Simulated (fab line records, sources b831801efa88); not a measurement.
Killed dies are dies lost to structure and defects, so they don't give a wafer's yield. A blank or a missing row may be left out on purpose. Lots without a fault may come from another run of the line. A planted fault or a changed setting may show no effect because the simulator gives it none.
A struck lot beside a sound one | flow sky130 | 15 steps out of a route of 708
Sound: wafers L906.1, L906.3, L906.6. Struck: wafers L910.1, L910.4, L910.6. The cause comes at the end.
At each step with rows: each side's tool, then ch and its chambers, then its first start. Under that, the readings that differ: sound wafers | struck wafers | difference of the means | sigmas: that difference in standard deviations of wafers without a fault.
alike: readings whose means differ by less than 2 such deviations, and words and numbers that are the same on both sides. not compared: withheld readings, readings that some wafer has no value for, bounds like >300 that may hide the same value, and numbers for which the record gives no deviation and whose values overlap.
The two part at a step that has a row with sigmas, a row that says differs or no value, or rows on one side only. Numbers that don't overlap but have no deviation are shown without sigmas and don't part them. A reading that every wafer of one side lacks parts them only if that side has two wafers or more.

first, 7 steps without rows for these wafers: SKY_METAL2_HMDS_08 (prime time 60 s); SKY_METAL2_COAT_09 (resist thk 60 nm); SKY_METAL2_COAT_10 (resist thk 450 nm); SKY_METAL2_SOFTBAKE_11 (time 90 s); SKY_METAL2_EXPOSE_12 (exposes mask MM2, target cd 140 nm); SKY_METAL2_PEB_13; SKY_METAL2_DEVELOP_14 (develop time 60 s).
SKY_METAL2_CD_MEAS_15: target cd 140 nm.
  sound on cd_sem-02, day 37 23:54; struck on cd_sem-01, day 39 02:13
  alike: cd_nm
SKY_METAL2_OVL_MEAS_16:
  sound on overlay-02, day 38 00:01; struck on overlay-02, day 39 02:20
  alike: METAL2_OVL
SKY_METAL2_DESCUM_17: chemistry O2, time 8 s.
  sound on rie_metal-01 ch 0,1, day 38 00:04; struck on rie_metal-02 ch 0, day 39 02:22
  alike: drypump_motor_current_A, oes_product_au, temp_c
  not compared: rf_hours_counter_h
SKY_METAL2_ETCH_18: etches BARC in N2/H2, stops on SiO2, time 45.9 s, target depth 60 nm.
  sound on rie_metal-01 ch 0,1, day 38 00:05; struck on rie_metal-02 ch 0, day 39 02:24
  alike: bias_w, drypump_motor_current_A, oes_product_au, throttle_valve_pct
  not compared: rf_hours_counter_h
SKY_METAL2_METAL_ETCH_19: etches the open film in Cl2/BCl3, stops on SiO2, target depth 360 nm, time 78 s.
  sound on rie_metal-01 ch 0,1, day 38 00:09; struck on rie_metal-02 ch 0, day 39 02:28
  alike: bias_w, drypump_motor_current_A, oes_product_au, throttle_valve_pct
  not compared: rf_hours_counter_h
SKY_METAL2_STRIP_20: strips in O2/N2.
  sound on plasma_asher-02 ch 0,1, day 38 00:14; struck on plasma_asher-02 ch 0,1, day 39 02:33
  no value came back on the struck wafers for chamber_pressure_mTorr (mTorr), drypump_motor_current_A (A), oes_product_au (a.u.), strip_time_to_endpoint_s (s); on the sound wafers chamber_pressure_mTorr (mTorr) reads 1499.3 1499.5 1497.8
  reading                                       | sound | struck          | difference | sigmas
  model.KrF-thick_of_METAL2_COAT_10.thk_nm (nm) | 0 0 0 | 157.7 156 155.7 | +156.5     |
  not compared: rf_hours_counter_h
then, 1 step without rows for these wafers: SKY_METAL2_STRIP_21 (strips in post etch residue remover, time 1200 s).
-- the record jumps here: 10 days lie between the struck wafers' starts before and after (it left off in module METAL2 and takes up again in module PAD_OPEN, whose first step shown is number 708 of the route) --
SKY_PAD_OPEN_PROBE_99:
  sound on prober-02, day 47 22:44; struck on prober-02, day 48 19:35
  reading                  | sound          | struck         | difference | sigmas
  defect_limited_yield (%) | 83.5 81.3 83.7 | 0.2 0 0.2      | -82.7      | -44
  killed_at_M0_to_M3       | 38 47 39       | 439 450 443    | +403       | +63
  killed_at_front_end      | 14 8 11        | 17 19 27       | +10        | +2
  killed_dies              | 81 92 80       | 491 492 491    | +407       | +43
  killed_on_rim            | 12 17 13       | 96 96 95       | +82        | +21
  killed_short             | 37 29 38       | 38 46 56       | +12        | +2
  sort_bin_5_function (%)  | 8.7 11.2 11.0  | 90.9 92.5 91.9 | +81.5      | +51
  sort_n_pass              | 411 400 412    | 1 0 1          | -407       | -43
  sort_yield_pct (%)       | 83.5 81.3 83.7 | 0.2 0 0.2      | -82.7      | -44
  alike: killed_at_M4_up, killed_at_contacts, killed_at_other, killed_open, sort_bin_3_pad_short, sort_bin_6_memory

WHERE THEY PART
First at SKY_METAL2_STRIP_20; last, within this record, at SKY_PAD_OPEN_PROBE_99.

WHY: what the simulator had put in
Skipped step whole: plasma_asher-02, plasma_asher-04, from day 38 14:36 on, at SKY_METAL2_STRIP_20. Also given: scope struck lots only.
